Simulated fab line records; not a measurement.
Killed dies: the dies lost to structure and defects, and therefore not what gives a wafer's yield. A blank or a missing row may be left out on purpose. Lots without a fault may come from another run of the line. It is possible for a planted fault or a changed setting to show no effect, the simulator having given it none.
Which of the tools did it? || flow gf180mcu || Sampling: 12 lots, 36 wafers, 5 of 602 route steps

== WHAT EACH GAUGE READ, for each wafer ==
GF_STI_THK_MEAS_22.
{"lot": "L695", "measured": "day 2 13:38", "on": "film-metro-02", "STI_OXIDATION_01_THK (nm)": "15.17 15.16 15.24"}
{"lot": "L697", "measured": "day 2 23:17", "on": "film-metro-03", "STI_OXIDATION_01_THK (nm)": "14.76 14.84 14.89"}
{"lot": "L698", "measured": "day 3 04:04", "on": "film-metro-03", "STI_OXIDATION_01_THK (nm)": "15.07 15.02 15.13"}
{"lot": "L702", "measured": "day 4 01:13", "on": "film-metro-01", "STI_OXIDATION_01_THK (nm)": "14.56 14.43 14.54"}
{"lot": "L707", "measured": "day 5 03:56", "on": "film-metro-01", "STI_OXIDATION_01_THK (nm)": "14.61 14.86 14.90"}
{"lot": "L708", "measured": "day 5 09:53", "on": "film-metro-03", "STI_OXIDATION_01_THK (nm)": "14.65 14.97 14.67"}
{"lot": "L709", "measured": "day 5 14:15", "on": "film-metro-01", "STI_OXIDATION_01_THK (nm)": "14.73 14.61 14.89"}
{"lot": "L710", "measured": "day 5 19:01", "on": "film-metro-03", "STI_OXIDATION_01_THK (nm)": "14.97 14.73 15.09"}
{"lot": "L711", "measured": "day 6 00:33", "on": "film-metro-01", "STI_OXIDATION_01_THK (nm)": "14.84 14.66 14.57"}
{"lot": "L713", "measured": "day 6 10:19", "on": "film-metro-01", "STI_OXIDATION_01_THK (nm)": "14.64 14.65 15.10"}
{"lot": "L715", "measured": "day 6 20:45", "on": "film-metro-03", "STI_OXIDATION_01_THK (nm)": "15.04 15.15 14.96"}
{"lot": "L716", "measured": "day 7 03:12", "on": "film-metro-03", "STI_OXIDATION_01_THK (nm)": "15.10 15.14 15.36"}

GF_VT_IMPLANT_OVL_MEAS_40.
{"lot": "L695", "measured": "day 7 23:29", "on": "overlay-01", "VT_IMPLANT_03_OVL (nm)": "1.6 0.3 2.1"}
{"lot": "L697", "measured": "day 8 13:44", "on": "overlay-02", "VT_IMPLANT_03_OVL (nm)": "2.2 0.3 -0.1"}
{"lot": "L698", "measured": "day 8 18:32", "on": "overlay-01", "VT_IMPLANT_03_OVL (nm)": "-0.8 -1.6 -1.8"}
{"lot": "L702", "measured": "day 9 23:49", "on": "overlay-02", "VT_IMPLANT_03_OVL (nm)": "-0.1 0.9 -0.4"}
{"lot": "L707", "measured": "day 11 14:10", "on": "overlay-01", "VT_IMPLANT_03_OVL (nm)": "-0.4 -1.2 0.2"}
{"lot": "L708", "measured": "day 11 17:44", "on": "overlay-02", "VT_IMPLANT_03_OVL (nm)": "-1.9 0.6 -1.6"}
{"lot": "L709", "measured": "day 12 00:16", "on": "overlay-01", "VT_IMPLANT_03_OVL (nm)": "-0.7 0.5 0.1"}
{"lot": "L710", "measured": "day 12 04:32", "on": "overlay-02", "VT_IMPLANT_03_OVL (nm)": "0.7 -1.6 -0.7"}
{"lot": "L711", "measured": "day 12 14:19", "on": "overlay-02", "VT_IMPLANT_03_OVL (nm)": "0.3 0.0 0.4"}
{"lot": "L713", "measured": "day 13 01:58", "on": "overlay-02", "VT_IMPLANT_03_OVL (nm)": "-0.6 -2.4 -2.7"}
{"lot": "L715", "measured": "day 13 14:36", "on": "overlay-01", "VT_IMPLANT_03_OVL (nm)": "0.2 0.8 0.9"}
{"lot": "L716", "measured": "day 13 23:36", "on": "overlay-01", "VT_IMPLANT_03_OVL (nm)": "1.0 -0.6 1.6"}

GF_HV_LDD_OVL_MEAS_20.
{"lot": "L695", "measured": "day 11 07:55", "on": "overlay-02", "HV_LDD_01_OVL (nm)": "-1.7 -1.3 -0.4"}
{"lot": "L697", "measured": "day 12 01:53", "on": "overlay-02", "HV_LDD_01_OVL (nm)": "-1.6 -0.2 0.0"}
{"lot": "L698", "measured": "day 12 02:37", "on": "overlay-02", "HV_LDD_01_OVL (nm)": "-2.1 -1.5 -2.8"}
{"lot": "L702", "measured": "day 13 11:51", "on": "overlay-01", "HV_LDD_01_OVL (nm)": "-2.2 0.2 -3.6"}
{"lot": "L707", "measured": "day 15 06:57", "on": "overlay-02", "HV_LDD_01_OVL (nm)": "-2.2 -3.4 -3.3"}
{"lot": "L708", "measured": "day 15 10:32", "on": "overlay-02", "HV_LDD_01_OVL (nm)": "-0.4 1.0 1.4"}
{"lot": "L709", "measured": "day 15 18:31", "on": "overlay-01", "HV_LDD_01_OVL (nm)": "-0.1 -0.5 -2.1"}
{"lot": "L710", "measured": "day 15 22:07", "on": "overlay-02", "HV_LDD_01_OVL (nm)": "-4.7 -5.1 -4.6"}
{"lot": "L711", "measured": "day 16 09:47", "on": "overlay-02", "HV_LDD_01_OVL (nm)": "-1.7 -1.4 -3.1"}
{"lot": "L713", "measured": "day 16 23:25", "on": "overlay-01", "HV_LDD_01_OVL (nm)": "0.3 0.3 0.1"}
{"lot": "L715", "measured": "day 17 16:01", "on": "overlay-02", "HV_LDD_01_OVL (nm)": "-0.7 -1.0 -0.8"}
{"lot": "L716", "measured": "day 18 01:46", "on": "overlay-02", "HV_LDD_01_OVL (nm)": "0.2 -0.7 -0.5"}

GF_HV_LDD_THK_MEAS_57.
{"lot": "L695", "measured": "day 13 02:53", "on": "film-metro-04", "HV_LDD_CVD_56_THK (nm)": "90.6 90.6 91.0"}
{"lot": "L697", "measured": "day 13 22:23", "on": "film-metro-02", "HV_LDD_CVD_56_THK (nm)": "79.0 86.1 87.9"}
{"lot": "L698", "measured": "day 13 23:50", "on": "film-metro-01", "HV_LDD_CVD_56_THK (nm)": "81.0 83.8 86.8"}
{"lot": "L702", "measured": "day 15 09:45", "on": "film-metro-01", "HV_LDD_CVD_56_THK (nm)": "89.6 89.2 89.1"}
{"lot": "L707", "measured": "day 17 07:30", "on": "film-metro-02", "HV_LDD_CVD_56_THK (nm)": "89.6 89.5 89.6"}
{"lot": "L708", "measured": "day 17 13:02", "on": "film-metro-02", "HV_LDD_CVD_56_THK (nm)": "90.2 89.8 89.7"}
{"lot": "L709", "measured": "day 17 20:29", "on": "film-metro-04", "HV_LDD_CVD_56_THK (nm)": "90.3 89.8 89.3"}
{"lot": "L710", "measured": "day 17 23:26", "on": "film-metro-01", "HV_LDD_CVD_56_THK (nm)": "89.6 90.5 90.3"}
{"lot": "L711", "measured": "day 18 12:05", "on": "film-metro-02", "HV_LDD_CVD_56_THK (nm)": "89.5 89.3 88.9"}
{"lot": "L713", "measured": "day 19 03:08", "on": "film-metro-04", "HV_LDD_CVD_56_THK (nm)": "90.6 90.4 90.7"}
{"lot": "L715", "measured": "day 19 21:33", "on": "film-metro-04", "HV_LDD_CVD_56_THK (nm)": "90.4 90.8 90.9"}
{"lot": "L716", "measured": "day 20 05:39", "on": "film-metro-02", "HV_LDD_CVD_56_THK (nm)": "89.5 90.1 90.1"}

== WHAT TOOL EACH LOT RAN ON (gives the tool, then ch and the chambers of the sampled wafers, and finally the start) ==
{"lot": "L695", "GF_HV_LDD_CVD_56": "lpcvd-01 ch 1, day 13 01:28"}
{"lot": "L697", "GF_HV_LDD_CVD_56": "lpcvd-02 ch 1, day 13 20:58"}
{"lot": "L698", "GF_HV_LDD_CVD_56": "lpcvd-02 ch 1, day 13 22:23"}
{"lot": "L702", "GF_HV_LDD_CVD_56": "lpcvd-01 ch 1, day 15 08:19"}
{"lot": "L707", "GF_HV_LDD_CVD_56": "lpcvd-01 ch 0, day 17 06:04"}
{"lot": "L708", "GF_HV_LDD_CVD_56": "lpcvd-01 ch 0, day 17 10:54"}
{"lot": "L709", "GF_HV_LDD_CVD_56": "lpcvd-01 ch 0, day 17 19:03"}
{"lot": "L710", "GF_HV_LDD_CVD_56": "lpcvd-02 ch 0, day 17 21:59"}
{"lot": "L711", "GF_HV_LDD_CVD_56": "lpcvd-02 ch 1, day 18 10:39"}
{"lot": "L713", "GF_HV_LDD_CVD_56": "lpcvd-02 ch 1, day 19 01:40"}
{"lot": "L715", "GF_HV_LDD_CVD_56": "lpcvd-02 ch 0, day 19 19:23"}
{"lot": "L716", "GF_HV_LDD_CVD_56": "lpcvd-02 ch 1, day 20 04:11"}
- GF_HV_LDD_CVD_56: deposits Si3N4 from DCS/NH3, target thk 90 nm, time 1543 s.

== AS READ BY THE TOOLS THEMSELVES (means over the sampled wafers that have a number; for cases with no such wafer, the mark the record gives instead) ==
GF_HV_LDD_CVD_56.
{"lot": "L695", "tool": "lpcvd-01", "spike-tc-centre-C (C)": 771.0, "spike-tc-lower-C (C)": 771.2, "spike-tc-upper-C (C)": 769.5, "zone-power-centre-pct (%)": 12.8, "zone-power-top-pct (%)": 27.1, "zone-power-upper-pct (%)": 12.0}
{"lot": "L697", "tool": "lpcvd-02", "spike-tc-centre-C (C)": 750.5, "spike-tc-lower-C (C)": 774.0, "spike-tc-upper-C (C)": 771.8, "zone-power-centre-pct (%)": 7.1, "zone-power-top-pct (%)": 27.8, "zone-power-upper-pct (%)": 17.5}
{"lot": "L698", "tool": "lpcvd-02", "spike-tc-centre-C (C)": 749.4, "spike-tc-lower-C (C)": 773.7, "spike-tc-upper-C (C)": 771.2, "zone-power-centre-pct (%)": 7.1, "zone-power-top-pct (%)": 27.8, "zone-power-upper-pct (%)": 17.5}
{"lot": "L702", "tool": "lpcvd-01", "spike-tc-centre-C (C)": 770.9, "spike-tc-lower-C (C)": 770.7, "spike-tc-upper-C (C)": 768.1, "zone-power-centre-pct (%)": 12.8, "zone-power-top-pct (%)": 27.2, "zone-power-upper-pct (%)": 11.9}
{"lot": "L707", "tool": "lpcvd-01", "spike-tc-centre-C (C)": 772.1, "spike-tc-lower-C (C)": 770.1, "spike-tc-upper-C (C)": 769.2, "zone-power-centre-pct (%)": 13.3, "zone-power-top-pct (%)": 25.4, "zone-power-upper-pct (%)": 13.8}
{"lot": "L708", "tool": "lpcvd-01", "spike-tc-centre-C (C)": 773.3, "spike-tc-lower-C (C)": 770.4, "spike-tc-upper-C (C)": 767.6, "zone-power-centre-pct (%)": 13.3, "zone-power-top-pct (%)": 25.1, "zone-power-upper-pct (%)": 13.6}
{"lot": "L709", "tool": "lpcvd-01", "spike-tc-centre-C (C)": 772.5, "spike-tc-lower-C (C)": 769.6, "spike-tc-upper-C (C)": 768.3, "zone-power-centre-pct (%)": 13.2, "zone-power-top-pct (%)": 25.2, "zone-power-upper-pct (%)": 13.6}
{"lot": "L710", "tool": "lpcvd-02", "spike-tc-centre-C (C)": 770.0, "spike-tc-lower-C (C)": 769.7, "spike-tc-upper-C (C)": 768.7, "zone-power-centre-pct (%)": 10.6, "zone-power-top-pct (%)": 25.2, "zone-power-upper-pct (%)": 13.1}
{"lot": "L711", "tool": "lpcvd-02", "spike-tc-centre-C (C)": 770.3, "spike-tc-lower-C (C)": 770.4, "spike-tc-upper-C (C)": 768.6, "zone-power-centre-pct (%)": 12.2, "zone-power-top-pct (%)": 28.1, "zone-power-upper-pct (%)": 14.5}
{"lot": "L713", "tool": "lpcvd-02", "spike-tc-centre-C (C)": 771.0, "spike-tc-lower-C (C)": 770.2, "spike-tc-upper-C (C)": 769.6, "zone-power-centre-pct (%)": 12.1, "zone-power-top-pct (%)": 28.3, "zone-power-upper-pct (%)": 14.2}
{"lot": "L715", "tool": "lpcvd-02", "spike-tc-centre-C (C)": 770.1, "spike-tc-lower-C (C)": 769.6, "spike-tc-upper-C (C)": 770.0, "zone-power-centre-pct (%)": 10.8, "zone-power-top-pct (%)": 25.3, "zone-power-upper-pct (%)": 13.2}
{"lot": "L716", "tool": "lpcvd-02", "spike-tc-centre-C (C)": 771.0, "spike-tc-lower-C (C)": 769.8, "spike-tc-upper-C (C)": 768.6, "zone-power-centre-pct (%)": 12.3, "zone-power-top-pct (%)": 28.3, "zone-power-upper-pct (%)": 14.1}

== THE ANSWER, worked out from the rows above alone ==
Rule: the lots themselves supply what counts as usual. The widest of any qualifying gaps counts: lots, ordered by their means at a reading, are off when they make up no more than a third of the lots, leave a main group of 4 or more, and stand apart from it by 3 or more times the standard deviation of that group's means. A main group is skipped when, at the precision printed for the reading in the tables above, its means are all equal. Also off: a lot with no number at a reading for which 4 or more lots have one. All remaining lots with rows at the step are treated as sound. Order of review: gauges by route order, followed by the tools' own readings, for which a lot's mean as printed above is used. At the first step where some lot is off, the reading lying furthest off is the one used; lots without a number count as furthest.
Off: at GF_HV_LDD_THK_MEAS_57 (HV_LDD_CVD_56_THK), L697, L698. For the main group the mean is 90.0 nm and the standard deviation 0.52.
If a tool, at a process step before that reading, ran all the lots that are off and no sound lot after the first of them, it fits. The gauges at GF_HV_LDD_THK_MEAS_57 aren't tried: what is off there is off at GF_HV_LDD_CVD_56 too, on other tools, and a gauge's error can't cause that. Of those tried, none fits.

== WHAT THE SIMULATOR HAD PUT IN ==
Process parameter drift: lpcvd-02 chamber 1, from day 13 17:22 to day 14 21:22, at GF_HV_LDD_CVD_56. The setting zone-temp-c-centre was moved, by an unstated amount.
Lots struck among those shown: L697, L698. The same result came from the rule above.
